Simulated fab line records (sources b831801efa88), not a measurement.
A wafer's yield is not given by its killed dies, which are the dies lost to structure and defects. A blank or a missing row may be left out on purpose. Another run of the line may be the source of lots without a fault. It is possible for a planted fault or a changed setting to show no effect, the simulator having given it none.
fab line records	flow sky130
record lots=12	wafers=36	last_day=50
route steps=708 shown CONTACT@425 METAL5@665 PASSIVATION@681 PAD_OPEN@708
lots that met no fault: from a run of the same line without faults
start_h: hours from the record's opening day to when the first of the lot's shown wafers began	wait_h: hours since the lot's step before	" the same as in the row above	L1.1+2: one row covering several wafers at once	- value missing, or start not given	* or withheld: withheld	< > ~ a bound
route shown NAME@n: names a module that has steps shown in the file, with the first one's number in the route	usual: average and standard deviation across the fault-free wafers	same: alike in all rows	chamber/n: place in a boat	sites: the reading at each site	_std_site: standard deviation of those values	_edge_site: the outer-site mean with the inner-site mean subtracted	radius_mm: how far each site lies from the wafer's centre	mask NAME#n: copy n	behind: the last tool/chamber to shape the wafer	hold: the reason the lot was held/the length of the hold in hours/how it ended	device: transistor that didn't switch, given as n, p or np	end of line: tests run on the same wafers once the route is complete	a step with no rows: only its recipe	killed: not the wafer's yield, but the dies lost to structure and defects at the first sort	map: dies across one wafer; x = killed, . = not, _ = none there
set.NAME: setting as actually run; set.NAME@STEP: the setting as run at that earlier step	model.NAME: the simulator's own value behind a step, which no gauge read
route steps across a sampled set of lots; one table per step, one row per wafer
services: the hour from which a tool's chamber was out of use, counted from the record's first day as start_h (under 0 if before that day), plus the number of hours and why
## steps
# step SKY_CONTACT_STRIP_19
# recipe chemistry=O2/N2	power_w=1400	pressure_mtorr=1500	platen_temp_c=withheld	o2_flow_sccm=3000	n2_flow_sccm=300	overash_fraction=0.5
# usual drypump_motor_current_A=5.5/0.33	o2_flow_sccm=3001/9.8	oes_product_au=0.380/0.0046	strip_time_to_endpoint_s=3.60/0.034
lot.wafer	tool	chamber	start_h	wait_h	drypump_motor_current_A	o2_flow_sccm	oes_product_au	rf_hours_counter_h	strip_time_to_endpoint_s
L149.2	plasma_asher-02	1	734.08	-	5.6	2993	0.381	62	3.60
L149.3	"	0	"	"	5.7	3003	0.373	-	3.54
L149.5	"	1	"	"	5.6	2984	0.386	-	3.60
L150.2	plasma_asher-02	1	747.78	-	5.6	3003	0.378	64	3.57
L150.4	"	1	"	"	5.6	2998	0.377	-	3.59
L150.6	"	0	"	"	5.6	3007	0.383	-	3.60
L151.1	plasma_asher-03	1	754.72	-	5.9	3000	0.382	29	3.61
L151.2	"	0	"	"	5.5	3001	0.381	29	3.64
L151.3	"	0	"	"	5.5	3008	0.378	-	3.66
L153.2	plasma_asher-04	1	758.97	-	4.9	3003	0.377	97	3.57
L153.4	"	0	"	"	5.4	3002	0.387	-	3.59
L153.5	"	0	"	"	5.4	2984	0.380	-	3.56
L155.1	plasma_asher-03	0	788.98	-	5.5	2992	0.377	33	3.56
L155.3	"	1	"	"	5.9	3012	0.381	-	3.63
L155.4	"	0	"	"	5.5	2994	0.378	-	3.58
L156.1	plasma_asher-04	1	790.62	-	4.9	3013	0.382	100	3.57
L156.2	"	0	"	"	5.4	3007	0.384	100	3.66
L156.5	"	1	"	"	4.9	2997	0.381	-	3.61
L157.1	plasma_asher-02	0	795.63	-	5.7	3008	0.384	69	3.60
L157.2	"	1	"	"	5.6	2996	0.380	69	3.58
L157.4	"	0	"	"	5.6	2994	0.382	-	3.62
L158.1	plasma_asher-04	0	811.68	-	5.4	3008	0.386	102	3.64
L158.3	"	0	"	"	5.5	3015	0.388	-	3.58
L158.5	"	0	"	"	5.5	2994	0.378	-	3.65
L159.1	plasma_asher-04	1	818.67	-	4.9	3002	0.380	103	3.56
L159.4	"	0	"	"	5.4	2983	0.390	-	3.65
L159.5	"	1	"	"	4.9	3000	0.380	-	3.56
L160.2	plasma_asher-04	1	825.27	-	4.9	3006	0.378	103	3.58
L160.5	"	0	"	"	5.4	3004	0.377	-	3.57
L160.6	"	1	"	"	4.9	3009	0.382	-	3.64
L162.1	plasma_asher-04	0	841.66	-	5.4	3008	0.370	105	3.63
L162.4	"	0	"	"	5.4	3014	0.379	-	3.60
L162.6	"	0	"	"	5.4	3010	0.381	-	3.62
L171.1	plasma_asher-04	1	907.27	-	4.9	3004	0.380	112	3.65
L171.4	"	0	"	"	5.4	3003	0.371	-	3.56
L171.6	"	0	"	"	5.4	3001	0.384	-	3.59
# step SKY_METAL5_SPUTTER_04
# recipe material=TiN	target_thk_nm=70	power_w=6500	time_s=58.3	chamber_pressure_pa=0.4
# usual throttle_valve_pct=29.9/0.91
lot.wafer	tool	chamber	start_h	wait_h	throttle_valve_pct
L149.2	pvd_sputter-01	-	1005.24	0.0	29.1
L149.3	"	-	"	"	30.2
L149.5	"	-	"	"	28.6
L150.2	pvd_sputter-04	-	1015.57	0.0	29.8
L150.4	"	-	"	"	30.3
L150.6	"	-	"	"	30.7
L151.1	pvd_sputter-04	-	1018.18	0.0	29.4
L151.2	"	-	"	"	30.9
L151.3	"	-	"	"	30.6
L153.2	pvd_sputter-04	-	1030.85	0.0	30.7
L153.4	"	-	"	"	31.0
L153.5	"	-	"	"	30.3
L155.1	pvd_sputter-02	-	1050.66	0.0	28.2
L155.3	"	-	"	"	31.4
L155.4	"	-	"	"	29.2
L156.1	pvd_sputter-04	-	1053.21	0.0	30.8
L156.2	"	-	"	"	29.6
L156.5	"	-	"	"	30.5
L157.1	pvd_sputter-04	-	1058.43	0.0	31.2
L157.2	"	-	"	"	29.9
L157.4	"	-	"	"	30.6
L158.1	pvd_sputter-01	-	1069.66	0.0	29.0
L158.3	"	-	"	"	30.0
L158.5	"	-	"	"	31.2
L159.1	pvd_sputter-04	-	1076.32	0.0	31.1
L159.4	"	-	"	"	29.9
L159.5	"	-	"	"	30.7
L160.2	pvd_sputter-01	-	1079.98	0.0	29.7
L160.5	"	-	"	"	31.0
L160.6	"	-	"	"	28.8
L162.1	pvd_sputter-02	-	1092.56	0.0	29.0
L162.4	"	-	"	"	28.7
L162.6	"	-	"	"	28.4
L171.1	pvd_sputter-01	-	1144.62	0.0	30.1
L171.4	"	-	"	"	30.1
L171.6	"	-	"	"	30.1
# step SKY_METAL5_STRIP_16
# recipe chemistry=O2/N2	power_w=1400	pressure_mtorr=1500	platen_temp_c=withheld	o2_flow_sccm=3000	n2_flow_sccm=300	overash_fraction=0.5
# usual drypump_motor_current_A=5.5/0.33	o2_flow_sccm=3001/9.5	oes_product_au=0.710/0.0045	strip_time_to_endpoint_s=13.09/0.12
lot.wafer	tool	chamber	start_h	wait_h	drypump_motor_current_A	o2_flow_sccm	oes_product_au	rf_hours_counter_h	strip_time_to_endpoint_s
L149.2	plasma_asher-02	0	1028.61	0.2	5.7	3003	0.709	93	13.07
L149.3	"	1	"	"	5.6	2988	0.715	-	13.11
L149.5	"	0	"	"	5.6	2992	0.710	-	13.02
L150.2	plasma_asher-04	0	1038.65	0.2	5.4	3005	0.721	125	13.20
L150.4	"	0	"	"	5.4	2996	0.715	-	13.10
L150.6	"	0	"	"	5.5	3002	0.708	-	13.16
L151.1	plasma_asher-02	1	1040.99	0.2	5.6	3007	0.709	94	13.32
L151.2	"	0	"	"	5.7	2993	0.712	94	13.30
L151.3	"	0	"	"	5.7	2994	0.708	-	13.23
L153.2	plasma_asher-02	0	1053.70	0.2	5.7	3001	0.706	96	13.12
L153.4	"	0	"	"	5.7	2986	0.714	-	13.07
L153.5	"	1	"	"	5.6	3013	0.716	-	13.04
L155.1	plasma_asher-01	1	1071.94	0.2	5.5	2990	0.710	30	13.05
L155.3	"	0	"	"	5.9	2998	0.712	-	12.99
L155.4	"	1	"	"	5.5	2982	0.707	-	13.20
L156.1	plasma_asher-04	1	1075.20	0.2	4.9	2995	0.706	1	13.27
L156.2	"	0	"	"	5.4	2997	0.714	1	13.22
L156.5	"	1	"	"	4.8	2992	0.702	-	13.28
L157.1	plasma_asher-04	1	1079.15	0.2	4.9	2985	0.710	1	13.11
L157.2	"	0	"	"	5.4	2998	0.708	1	13.11
L157.4	"	0	"	"	5.4	3017	0.719	-	13.11
L158.1	plasma_asher-01	1	1090.66	0.2	5.5	3012	0.710	32	13.32
L158.3	"	0	"	"	6.0	2983	0.714	-	13.24
L158.5	"	1	"	"	5.5	3004	0.713	-	13.30
L159.1	plasma_asher-02	0	1097.21	0.2	5.7	2987	0.713	100	13.08
L159.4	"	1	"	"	5.6	3018	0.716	-	13.11
L159.5	"	0	"	"	5.6	2985	0.713	-	12.97
L160.2	plasma_asher-01	1	1101.36	0.2	5.4	3011	0.707	33	13.06
L160.5	"	1	"	"	5.4	2999	0.707	-	12.91
L160.6	"	0	"	"	5.9	3014	0.716	-	13.10
L162.1	plasma_asher-02	0	1112.99	0.2	5.6	2998	0.721	101	12.94
L162.4	"	1	"	"	5.6	3002	0.704	-	13.01
L162.6	"	1	"	"	5.6	3010	0.715	-	13.10
L171.1	plasma_asher-01	0	1162.50	0.2	5.9	2979	0.712	39	13.09
L171.4	"	0	"	"	5.9	3007	0.712	-	13.01
L171.6	"	1	"	"	5.5	3006	0.709	-	13.05
# step SKY_PASSIVATION_CVD_00
# recipe material=SiO2	target_thk_nm=90	temp_c=400	time_s=withheld	rf_w=600
# usual heater_power_w=655/77	susceptor_temp_C=400.03/0.24
lot.wafer	tool	chamber	start_h	wait_h	heater_power_w	susceptor_temp_C
L149.2	pecvd-02	2	1029.26	0.0	752	399.77
L149.3	"	0	"	"	619	399.81
L149.5	"	1	"	"	693	400.23
L150.2	pecvd-03	0	1039.24	0.0	570	400.39
L150.4	"	2	"	"	516	399.66
L150.6	"	0	"	"	578	400.49
L151.1	pecvd-03	2	1041.58	0.0	597	399.89
L151.2	"	1	"	"	638	400.02
L151.3	"	0	"	"	586	400.17
L153.2	pecvd-02	0	1054.33	0.0	728	399.70
L153.4	"	0	"	"	738	399.73
L153.5	"	1	"	"	666	400.17
L155.1	pecvd-03	1	1072.60	0.0	533	399.82
L155.3	"	2	"	"	571	399.67
L155.4	"	1	"	"	554	399.92
L156.1	pecvd-04	0	1075.80	0.0	607	400.33
L156.2	"	1	"	"	773	399.69
L156.5	"	0	"	"	609	399.97
L157.1	pecvd-03	1	1079.75	0.0	668	400.28
L157.2	"	2	"	"	537	400.04
L157.4	"	1	"	"	671	400.05
L158.1	pecvd-03	1	1091.26	0.0	632	399.88
L158.3	"	0	"	"	596	399.73
L158.5	"	2	"	"	564	400.05
L159.1	pecvd-02	1	1097.80	0.0	697	400.24
L159.4	"	1	"	"	727	400.30
L159.5	"	0	"	"	706	400.07
L160.2	pecvd-04	2	1101.95	0.0	678	400.51
L160.5	"	2	"	"	702	400.23
L160.6	"	0	"	"	574	400.33
L162.1	pecvd-03	2	1113.59	0.0	501	400.03
L162.4	"	2	"	"	498	400.12
L162.6	"	0	"	"	583	400.46
L171.1	pecvd-04	0	1163.14	0.0	584	400.00
L171.4	"	1	"	"	708	399.80
L171.6	"	0	"	"	591	399.75
# step SKY_PAD_OPEN_PROBE_99
# usual killed_at_M0_to_M3=44/7.2	killed_at_M4_up=3.0/1.9	killed_at_contacts=25/4.8	killed_at_front_end=16/4.2	killed_at_other=0.2/0.44	killed_dies=88/9.3	killed_open=48/7.1	killed_short=40/6.5
# same gross_dies=492	killed_at_back_side=0
lot.wafer	tool	chamber	start_h	wait_h	hold	killed_at_M0_to_M3	killed_at_M4_up	killed_at_contacts	killed_at_front_end	killed_at_other	killed_dies	killed_open	killed_short
L149.2	prober-01	-	1076.16	0.1	-	51	1	19	10	0	81	45	36
L149.3	prober-01	-	1076.21	0.2	-	55	1	25	13	0	94	47	47
L149.5	prober-01	-	1076.31	0.2	-	46	3	21	16	0	86	41	45
L150.2	prober-02	-	1083.55	0.1	-	56	4	20	18	1	99	56	43
L150.4	prober-02	-	1083.65	0.2	-	40	6	26	18	0	90	58	32
L150.6	prober-02	-	1083.75	0.2	-	34	4	27	16	0	81	45	36
L151.1	prober-01	-	1086.66	0.1	-	29	6	28	21	1	85	44	41
L151.2	prober-01	-	1086.71	0.1	-	44	3	29	19	0	95	56	39
L151.3	prober-01	-	1086.76	0.2	-	41	4	21	14	1	81	42	39
L153.2	prober-02	-	1098.46	0.1	-	62	5	20	13	0	100	57	43
L153.4	prober-02	-	1098.56	0.2	-	39	5	26	15	0	85	46	39
L153.5	prober-02	-	1098.61	0.2	-	46	0	25	15	0	86	52	34
L155.1	prober-01	-	1114.40	0.1	-	45	4	19	8	0	76	45	31
L155.3	prober-01	-	1114.50	0.2	-	40	7	36	12	0	95	50	45
L155.4	prober-01	-	1114.55	0.2	-	33	3	25	11	0	72	43	29
L156.1	prober-02	-	1118.71	0.1	-	36	1	28	17	0	82	45	37
L156.2	prober-02	-	1118.76	0.1	-	48	6	33	18	0	105	59	46
L156.5	prober-02	-	1118.91	0.2	-	33	4	21	17	0	75	42	33
L157.1	prober-01	-	1122.01	0.1	-	36	3	27	14	0	80	46	34
L157.2	prober-01	-	1122.06	0.1	-	46	1	28	11	0	86	38	48
L157.4	prober-01	-	1122.16	0.2	-	46	3	24	13	0	86	50	36
L158.1	prober-02	-	1133.49	0.1	-	41	6	32	6	1	86	47	39
L158.3	prober-02	-	1133.59	0.2	-	43	2	22	9	0	76	35	41
L158.5	prober-02	-	1133.69	0.2	-	45	2	35	13	0	95	57	38
L159.1	prober-01	-	1138.48	0.1	-	34	5	28	14	0	81	43	38
L159.4	prober-01	-	1138.63	0.2	-	49	4	17	20	0	90	53	37
L159.5	prober-01	-	1138.68	0.2	-	45	6	22	16	0	89	43	46
L160.2	prober-02	-	1143.45	0.1	await_dispo/1.6h/release	52	4	71	15	0	142	46	49
L160.5	prober-02	-	1143.60	0.2	await_dispo/1.6h/release	44	5	73	14	0	136	50	39
L160.6	prober-02	-	1143.65	0.2	await_dispo/1.6h/release	39	1	70	11	0	121	43	32
L162.1	prober-02	-	1153.49	0.1	await_dispo/2.4h/release	49	3	54	12	0	118	40	37
L162.4	prober-02	-	1153.64	0.2	await_dispo/2.4h/release	38	3	72	23	1	137	48	47
L162.6	prober-02	-	1153.74	0.2	await_dispo/2.4h/release	36	2	61	23	1	123	43	40
L171.1	prober-01	-	1196.50	0.1	-	52	0	20	17	0	89	43	46
L171.4	prober-01	-	1196.65	0.2	-	50	8	19	10	0	87	46	41
L171.6	prober-01	-	1196.75	0.2	-	39	1	18	16	0	74	45	29
# killed by level:class
L149.2 VIA1:geometric_particle:open=14 VIA3:geometric_particle:open=7 METAL1:geometric_particle:short=7 VIA1:geometric_particle:short=7 VIA2:geometric_particle:open=6 CONTACT:geometric_particle:open=6 LI_CONTACT:geometric_particle:open=5 CONTACT:geometric_particle:short=5
L149.3 VIA1:geometric_particle:open=15 VIA1:geometric_particle:short=10 CONTACT:geometric_particle:open=9 METAL1:geometric_particle:short=8 VIA3:geometric_particle:open=8 FIELD_ISO:geometric_particle:short=5 LI_CONTACT:geometric_particle:open=4 LI_CONTACT:geometric_particle:short=4
L149.5 VIA1:geometric_particle:open=15 CONTACT:geometric_particle:open=6 METAL2:geometric_particle:short=6 POLY_GATE:geometric_particle:short=5 LI_CONTACT:geometric_particle:open=5 METAL1:geometric_particle:short=5 CONTACT:geometric_particle:short=4 VIA1:geometric_particle:short=4
L150.2 VIA1:geometric_particle:open=12 CONTACT:geometric_particle:open=10 VIA1:geometric_particle:short=9 METAL1:geometric_particle:short=9 FIELD_ISO:geometric_particle:open=7 VIA3:geometric_particle:open=7 VIA2:geometric_particle:open=6 FIELD_ISO:geometric_particle:short=5
L150.4 VIA1:geometric_particle:open=12 CONTACT:geometric_particle:open=10 LI_CONTACT:geometric_particle:open=6 VIA3:geometric_particle:open=6 CONTACT:geometric_particle:short=5 METAL1:geometric_particle:short=5 POLY_GATE:geometric_particle:open=4 SPACER:geometric_particle:open=4
L150.6 CONTACT:geometric_particle:open=12 CONTACT:geometric_particle:short=7 METAL1:geometric_particle:short=6 VIA3:geometric_particle:open=6 LI_CONTACT:geometric_particle:open=5 VIA1:geometric_particle:open=5 SPACER:geometric_particle:open=4 VIA3:geometric_particle:short=4
L151.1 LI_CONTACT:geometric_particle:open=12 CONTACT:geometric_particle:open=9 FIELD_ISO:geometric_particle:open=8 POLY_GATE:geometric_particle:short=7 VIA2:geometric_particle:short=6 METAL2:geometric_particle:short=5 METAL4:geometric_particle:short=5 POLY_GATE:geometric_particle:open=3
L151.2 CONTACT:geometric_particle:open=9 VIA2:geometric_particle:open=9 VIA3:geometric_particle:open=9 POLY_GATE:geometric_particle:open=7 FIELD_ISO:geometric_particle:open=6 LI_CONTACT:geometric_particle:open=6 CONTACT:geometric_particle:short=5 METAL2:geometric_particle:short=5
L151.3 CONTACT:geometric_particle:open=9 VIA1:geometric_particle:open=9 VIA1:geometric_particle:short=8 FIELD_ISO:geometric_particle:short=7 CONTACT:geometric_particle:short=7 VIA3:geometric_particle:open=7 VIA2:geometric_particle:open=5 LI_CONTACT:geometric_particle:open=4
L153.2 VIA1:geometric_particle:open=18 LI_CONTACT:geometric_particle:open=8 METAL1:geometric_particle:short=7 VIA1:geometric_particle:short=7 VIA2:geometric_particle:open=7 METAL2:geometric_particle:short=6 CONTACT:geometric_particle:open=6 VIA3:geometric_particle:open=5
L153.4 VIA1:geometric_particle:open=14 LI_CONTACT:geometric_particle:short=6 LI_CONTACT:geometric_particle:open=6 CONTACT:geometric_particle:open=6 VIA2:geometric_particle:open=6 FIELD_ISO:geometric_particle:short=5 VIA3:geometric_particle:open=5 FIELD_ISO:geometric_particle:open=4
L153.5 CONTACT:geometric_particle:open=14 VIA3:geometric_particle:open=10 VIA1:geometric_particle:open=8 VIA1:geometric_particle:short=5 METAL2:geometric_particle:short=5 METAL1:geometric_particle:short=4 POLY_GATE:geometric_particle:short=3 LI_CONTACT:geometric_particle:open=3
L155.1 CONTACT:geometric_particle:open=10 VIA1:geometric_particle:open=9 VIA1:geometric_particle:short=6 LI_CONTACT:geometric_particle:open=5 VIA3:geometric_particle:open=5 VIA2:geometric_particle:open=5 VIA3:geometric_particle:short=5 FIELD_ISO:geometric_particle:open=4
L155.3 LI_CONTACT:geometric_particle:open=15 CONTACT:geometric_particle:open=7 VIA3:geometric_particle:open=7 METAL4:geometric_particle:short=7 CONTACT:geometric_particle:short=6 VIA2:geometric_particle:short=6 FIELD_ISO:geometric_particle:open=5 LOCAL_INTERCONNECT:geometric_particle:short=5
L155.4 LI_CONTACT:geometric_particle:open=9 CONTACT:geometric_particle:open=8 VIA1:geometric_particle:open=8 FIELD_ISO:geometric_particle:short=6 VIA3:geometric_particle:open=5 VIA2:geometric_particle:open=5 LI_CONTACT:geometric_particle:short=3 VIA1:geometric_particle:short=3
L156.1 LI_CONTACT:geometric_particle:open=10 VIA1:geometric_particle:short=8 VIA2:geometric_particle:open=8 CONTACT:geometric_particle:short=7 POLY_GATE:geometric_particle:short=6 VIA1:geometric_particle:open=6 CONTACT:geometric_particle:open=5 FIELD_ISO:geometric_particle:open=4
L156.2 CONTACT:geometric_particle:open=13 LI_CONTACT:geometric_particle:open=11 METAL1:geometric_particle:short=11 VIA3:geometric_particle:open=8 FIELD_ISO:geometric_particle:open=6 VIA2:geometric_particle:open=6 METAL2:geometric_particle:short=6 CONTACT:geometric_particle:short=5
L156.5 CONTACT:geometric_particle:open=11 VIA2:geometric_particle:open=6 POLY_GATE:geometric_particle:short=6 VIA1:geometric_particle:open=6 FIELD_ISO:geometric_particle:short=5 METAL1:geometric_particle:short=5 METAL2:geometric_particle:short=5 VIA3:geometric_particle:open=5
L157.1 VIA1:geometric_particle:open=14 CONTACT:geometric_particle:open=11 CONTACT:geometric_particle:short=7 FIELD_ISO:geometric_particle:open=5 LI_CONTACT:geometric_particle:open=5 VIA3:geometric_particle:open=5 METAL2:geometric_particle:short=4 LI_CONTACT:geometric_particle:short=3
L157.2 VIA1:geometric_particle:open=9 VIA3:geometric_particle:open=9 LI_CONTACT:geometric_particle:short=6 CONTACT:geometric_particle:short=6 METAL1:geometric_particle:short=6 LOCAL_INTERCONNECT:geometric_particle:short=5 CONTACT:geometric_particle:open=5 VIA1:geometric_particle:short=5
L157.4 VIA3:geometric_particle:open=11 VIA1:geometric_particle:open=10 CONTACT:geometric_particle:open=9 CONTACT:geometric_particle:short=7 METAL2:geometric_particle:short=6 VIA2:geometric_particle:short=6 FIELD_ISO:geometric_particle:open=5 METAL2:geometric_particle:open=4
L158.1 CONTACT:geometric_particle:open=11 CONTACT:geometric_particle:short=9 VIA1:geometric_particle:open=8 VIA3:geometric_particle:open=8 VIA2:geometric_particle:open=7 LI_CONTACT:geometric_particle:open=6 LOCAL_INTERCONNECT:geometric_particle:short=4 METAL1:geometric_particle:short=4
L158.3 CONTACT:geometric_particle:open=9 VIA1:geometric_particle:open=9 METAL1:geometric_particle:short=7 LOCAL_INTERCONNECT:geometric_particle:short=5 VIA3:geometric_particle:short=4 VIA1:geometric_particle:short=4 METAL2:geometric_particle:short=4 VIA2:geometric_particle:open=4
L158.5 LI_CONTACT:geometric_particle:open=11 VIA3:geometric_particle:open=9 CONTACT:geometric_particle:open=9 VIA1:geometric_particle:open=9 LI_CONTACT:geometric_particle:short=6 METAL1:geometric_particle:short=6 METAL2:geometric_particle:short=6 VIA2:geometric_particle:open=6
L159.1 CONTACT:geometric_particle:open=10 LI_CONTACT:geometric_particle:open=8 METAL1:geometric_particle:short=8 VIA2:geometric_particle:open=7 CONTACT:geometric_particle:short=5 METAL2:geometric_particle:short=5 VIA1:geometric_particle:open=4 VIA3:geometric_particle:open=4
L159.4 VIA1:geometric_particle:open=9 VIA3:geometric_particle:open=9 LI_CONTACT:geometric_particle:open=6 VIA2:geometric_particle:open=5 METAL1:geometric_particle:short=5 VIA2:geometric_particle:short=5 FIELD_ISO:geometric_particle:short=4 POLY_GATE:geometric_particle:open=4
L159.5 CONTACT:geometric_particle:open=12 VIA2:geometric_particle:open=10 METAL2:geometric_particle:short=8 VIA1:geometric_particle:short=7 POLY_GATE:geometric_particle:open=5 POLY_GATE:geometric_particle:short=5 VIA1:geometric_particle:open=5 METAL4:geometric_particle:short=5
L160.2 CONTACT:unspecified=47 VIA1:geometric_particle:open=11 VIA2:geometric_particle:open=8 VIA3:geometric_particle:open=8 LOCAL_INTERCONNECT:geometric_particle:short=6 CONTACT:geometric_particle:short=6 VIA2:geometric_particle:short=6 CONTACT:geometric_particle:open=6
L160.5 CONTACT:unspecified=47 CONTACT:geometric_particle:open=14 VIA1:geometric_particle:open=10 VIA3:geometric_particle:open=7 METAL1:geometric_particle:short=6 LI_CONTACT:geometric_particle:short=5 VIA2:geometric_particle:open=5 VIA3:geometric_particle:short=5
L160.6 CONTACT:unspecified=46 VIA1:geometric_particle:open=10 LI_CONTACT:geometric_particle:open=9 CONTACT:geometric_particle:open=9 VIA3:geometric_particle:open=6 METAL2:geometric_particle:short=5 METAL1:geometric_particle:short=4 POLY_GATE:geometric_particle:short=3
L162.1 CONTACT:unspecified=41 VIA3:geometric_particle:open=9 VIA1:geometric_particle:short=8 VIA1:geometric_particle:open=8 METAL1:geometric_particle:short=7 METAL2:geometric_particle:short=6 VIA2:geometric_particle:open=6 POLY_GATE:geometric_particle:short=4
L162.4 CONTACT:unspecified=42 CONTACT:geometric_particle:open=12 VIA1:geometric_particle:open=11 POLY_GATE:geometric_particle:short=10 METAL1:geometric_particle:short=8 VIA2:geometric_particle:open=6 POLY_GATE:geometric_particle:open=5 LI_CONTACT:geometric_particle:open=5
L162.6 CONTACT:unspecified=40 VIA1:geometric_particle:open=9 POLY_GATE:geometric_particle:short=8 LI_CONTACT:geometric_particle:open=8 CONTACT:geometric_particle:open=7 VIA3:geometric_particle:open=6 POLY_GATE:geometric_particle:open=5 METAL1:geometric_particle:short=5
L171.1 VIA2:geometric_particle:open=10 METAL1:geometric_particle:short=8 METAL2:geometric_particle:short=8 FIELD_ISO:geometric_particle:open=7 CONTACT:geometric_particle:open=7 VIA2:geometric_particle:short=7 LI_CONTACT:geometric_particle:open=6 VIA1:geometric_particle:open=6
L171.4 LI_CONTACT:geometric_particle:open=12 VIA1:geometric_particle:open=9 METAL4:geometric_particle:short=8 METAL1:geometric_particle:short=8 METAL2:geometric_particle:short=7 VIA2:geometric_particle:open=7 VIA3:geometric_particle:open=7 FIELD_ISO:geometric_particle:short=3
L171.6 CONTACT:geometric_particle:open=8 FIELD_ISO:geometric_particle:short=7 LI_CONTACT:geometric_particle:open=7 VIA1:geometric_particle:open=7 VIA2:geometric_particle:open=7 FIELD_ISO:geometric_particle:open=5 METAL1:geometric_particle:short=5 VIA3:geometric_particle:open=5
## services
tool	chamber	start_h	hours	kind
plasma_asher-04	-	731.74	2.8	pm
plasma_asher-01	-	733.75	9.0	pm
plasma_asher-01	-	736.25	8.4	repair
pvd_sputter-04	-	761.27	2.8	repair
plasma_asher-04	-	767.82	5.9	pm
pecvd-03	-	824.64	4.3	pm
pvd_sputter-01	-	831.25	1.7	repair
plasma_asher-01	-	840.56	13.6	repair
pvd_sputter-04	-	854.01	2.2	repair
pvd_sputter-04	-	861.80	3.0	repair
pecvd-03	2	866.77	3.8	repair
pvd_sputter-01	-	877.03	2.0	repair
pvd_sputter-01	-	885.03	1.8	repair
plasma_asher-01	-	921.10	0.9	repair
plasma_asher-02	-	956.81	2.3	repair
plasma_asher-04	-	974.96	3.3	repair
plasma_asher-04	-	997.94	14.6	pm
plasma_asher-01	-	1023.27	15.6	pm
pecvd-03	0	1042.47	5.8	repair
plasma_asher-04	-	1055.25	9.0	pm
pvd_sputter-04	-	1069.11	2.1	repair
plasma_asher-04	-	1073.59	0.8	repair
pvd_sputter-04	-	1103.02	2.7	repair
plasma_asher-02	-	1141.96	0.6	repair
## key
first_sign step=SKY_PAD_OPEN_PROBE_99	reading=killed_at_contacts	direction=up	sigmas=8.7	usual=25	struck=67
effect step=SKY_PAD_OPEN_PROBE_99	reading=killed_dies	direction=up	sigmas=4.5	usual=88	struck=130
met_at SKY_CONTACT_STRIP_19
struck_lots L160,L162
tester_left_out L160,L162
not_acting_at SKY_METAL5_SPUTTER_04,SKY_METAL5_STRIP_16,SKY_PASSIVATION_CVD_00
onset_between 818.67 825.27
fault kind=chamber_particle_source	tool=plasma_asher-04	chamber=-	onset_h=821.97	steps=SKY_CONTACT_STRIP_19	rate_per_visit_cm2=0.6954	end_h=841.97
# tester_left_out: of these lots the tester's yield and bins aren't shown, on N5 and GAA mostly nor the transistor test; their killed dies are dies lost to structure and defects alone, not to doping, threshold or leakage, so they don't give the yield
